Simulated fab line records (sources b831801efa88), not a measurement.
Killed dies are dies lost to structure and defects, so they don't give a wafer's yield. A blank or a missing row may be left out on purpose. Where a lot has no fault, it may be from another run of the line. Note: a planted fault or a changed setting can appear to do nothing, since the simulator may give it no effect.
Which tool is to blame? ; flow sky130 ; 33 wafers from 11 lots sampled at 5 of the route's 708 steps

== WHAT THE GAUGES READ, wafer by wafer ==
SKY_LDD_N_TW_MEAS_17.
lot;measured;on;LDD_N_TW
L711;day 18 14:04;film metro-03;2565 2569 2572
L716;day 20 21:48;film metro-02;2557 2539 2546
L717;day 21 10:48;film metro-04;2637 2629 2622
L718;day 21 09:53;film metro-02;2550 2528 2552
L720;day 22 09:42;film metro-04;2634 2639 2626
L724;day 23 19:56;film metro-04;2627 2635 2624
L725;day 24 15:50;film metro-03;2576 2584 2575
L727;day 24 18:44;film metro-03;2582 2590 2581
L728;day 24 20:46;film metro-04;2723 2726 2728
L729;day 25 04:23;film metro-03;2687 2679 2689
L730;day 25 18:27;film metro-02;2664 2669 2666

== TOOL THAT RAN EACH LOT (tool first, then ch and the chambers of the sampled wafers, then the start) ==
lot;SKY_NWELL_RTA_28;SKY_SONOS_ONO_ETCH_15;SKY_LDD_N_IMPLANT_10;SKY_LDD_N_STRIP_16
L711;rtp anneal-02 ch 0, day 5 17:50;rie diel-01 ch 1,2, day 13 09:20;implanter-03 ch 0, day 18 13:04;plasma asher-02 ch 0,1, day 18 13:58
L716;rtp anneal-01 ch 0, day 7 03:20;rie diel-01 ch 0,1,3, day 15 04:38;implanter-03 ch 0, day 20 20:48;plasma asher-01 ch 0,1, day 20 21:42
L717;rtp anneal-01 ch 0, day 7 15:21;rie diel-02 ch 2,3, day 15 18:26;implanter-01 ch 0, day 21 09:50;plasma asher-02 ch 0,1, day 21 10:43
L718;rtp anneal-02 ch 0, day 7 16:14;rie diel-01 ch 0,2,3, day 15 20:38;implanter-03 ch 0, day 21 08:53;plasma asher-04 ch 0,1, day 21 09:47
L720;rtp anneal-02 ch 0, day 8 08:46;rie diel-02 ch 0,1,3, day 16 16:59;implanter-01 ch 0, day 22 08:42;plasma asher-04 ch 0,1, day 22 09:36
L724;rtp anneal-02 ch 0, day 9 07:16;rie diel-01 ch 0,1,2, day 18 02:01;implanter-01 ch 0, day 23 18:57;plasma asher-01 ch 0,1, day 23 19:49
L725;rtp anneal-01 ch 0, day 10 04:42;rie diel-02 ch 0,2,3, day 19 03:13;implanter-02 ch 0, day 24 14:51;plasma asher-02 ch 0,1, day 24 15:43
L727;rtp anneal-02 ch 0, day 10 04:54;rie diel-01 ch 2,3, day 19 05:44;implanter-01 ch 0, day 24 17:46;plasma asher-04 ch 0,1, day 24 18:39
L728;rtp anneal-01 ch 0, day 10 05:35;rie diel-02 ch 0,3, day 19 08:04;implanter-02 ch 0, day 24 19:27;plasma asher-04 ch 1, day 24 20:39
L729;rtp anneal-02 ch 0, day 10 11:34;rie diel-02 ch 0,1, day 19 15:03;implanter-02 ch 0, day 25 03:06;plasma asher-04 ch 0,1, day 25 04:18
L730;rtp anneal-01 ch 0, day 10 18:47;rie diel-01 ch 1,2, day 20 03:51;implanter-03 ch 0, day 25 17:08;plasma asher-02 ch 0,1, day 25 18:21
- SKY_NWELL_RTA_28: time 30 s.
- SKY_SONOS_ONO_ETCH_15: etches the open film in CHF3/O2, target depth 19.52 nm, time 7.8 s.
- SKY_LDD_N_IMPLANT_10
- SKY_LDD_N_STRIP_16: strips in O2/N2.

== AS READ BY THE TOOLS THEMSELVES (means over the sampled wafers that have a number; for cases with no such wafer, the mark the record gives instead) ==
SKY_NWELL_RTA_28.
lot;tool;lamp power pct (%);ramp up c per s;wafer_temp_C_max
L711;rtp anneal-02;25.24;149.99;1055.0
L716;rtp anneal-01;25.29;150.03;1055.3
L717;rtp anneal-01;25.30;150.01;1055.5
L718;rtp anneal-02;25.36;150.01;1054.4
L720;rtp anneal-02;25.32;149.99;1054.9
L724;rtp anneal-02;25.30;150.00;1054.6
L725;rtp anneal-01;25.32;150.03;1055.0
L727;rtp anneal-02;25.35;149.97;1054.6
L728;rtp anneal-01;25.27;150.02;1054.3
L729;rtp anneal-02;25.31;149.97;1054.9
L730;rtp anneal-01;25.29;150.00;1053.9

SKY_SONOS_ONO_ETCH_15.
lot;tool;chf3 flow sccm (sccm);drypump motor current A (A);oes product au (a.u.);throttle valve pct (%)
L711;rie diel-01;49.91;5.2;1.001;8.826
L716;rie diel-01;49.98;5.2;0.982;8.828
L717;rie diel-02;50.02;5.5;1.003;8.837
L718;rie diel-01;50.06;5.4;1.000;8.833
L720;rie diel-02;49.89;5.7;0.998;8.832
L724;rie diel-01;50.04;5.1;1.008;8.821
L725;rie diel-02;50.16;5.4;1.008;8.831
L727;rie diel-01;49.99;5.6;0.986;8.831
L728;rie diel-02;50.20;5.7;1.003;8.831
L729;rie diel-02;49.99;5.7;1.016;8.823
L730;rie diel-01;50.06;5.1;1.004;8.818

SKY_LDD_N_STRIP_16.
lot;tool;drypump motor current A (A);oes product au (a.u.);strip time to endpoint s (s)
L711;plasma asher-02;5.1;0.402;4.301
L716;plasma asher-01;5.7;0.409;4.317
L717;plasma asher-02;5.1;0.405;4.303
L718;plasma asher-04;5.8;0.406;4.305
L720;plasma asher-04;5.8;0.403;4.304
L724;plasma asher-01;5.7;0.404;4.307
L725;plasma asher-02;5.1;0.406;4.305
L727;plasma asher-04;5.9;0.407;4.321
L728;plasma asher-04;4.8;0.408;4.518
L729;plasma asher-04;5.8;0.409;4.526
L730;plasma asher-02;5.1;0.410;4.522

== THE ANSWER, worked out from the rows above alone ==
Rule: the lots themselves supply what counts as usual. Put in order of their means at a reading, lots are off if they are a third of the lots or fewer, leave a main group of 4 or more, and stand apart from it by a gap of 3 or more times the standard deviation of the main group's means; of several such gaps the widest counts. If all means in a main group match to the digits the tables above print for the reading, that group is not used. Also off: a lot with no number at a reading for which 4 or more lots have one. Any other lot the step has rows for is counted as sound. Order of review: gauges by route order, followed by the tools' own readings, for which a lot's mean as printed above is used. The first step at which some lot is off is used, and at that step the reading that is off furthest; a lot without a number counts as furthest.
Off: L728, L729, L730 (SKY_LDD_N_STRIP_16, strip time to endpoint s). The main group: mean 4.308 s, standard deviation 0.0067.
A tool fits if, at that step or a process step before it, it ran every lot that is off, and no sound lot after the first of them. Of those tried, none fits.

== WHAT THE SIMULATOR HAD INSERTED ==
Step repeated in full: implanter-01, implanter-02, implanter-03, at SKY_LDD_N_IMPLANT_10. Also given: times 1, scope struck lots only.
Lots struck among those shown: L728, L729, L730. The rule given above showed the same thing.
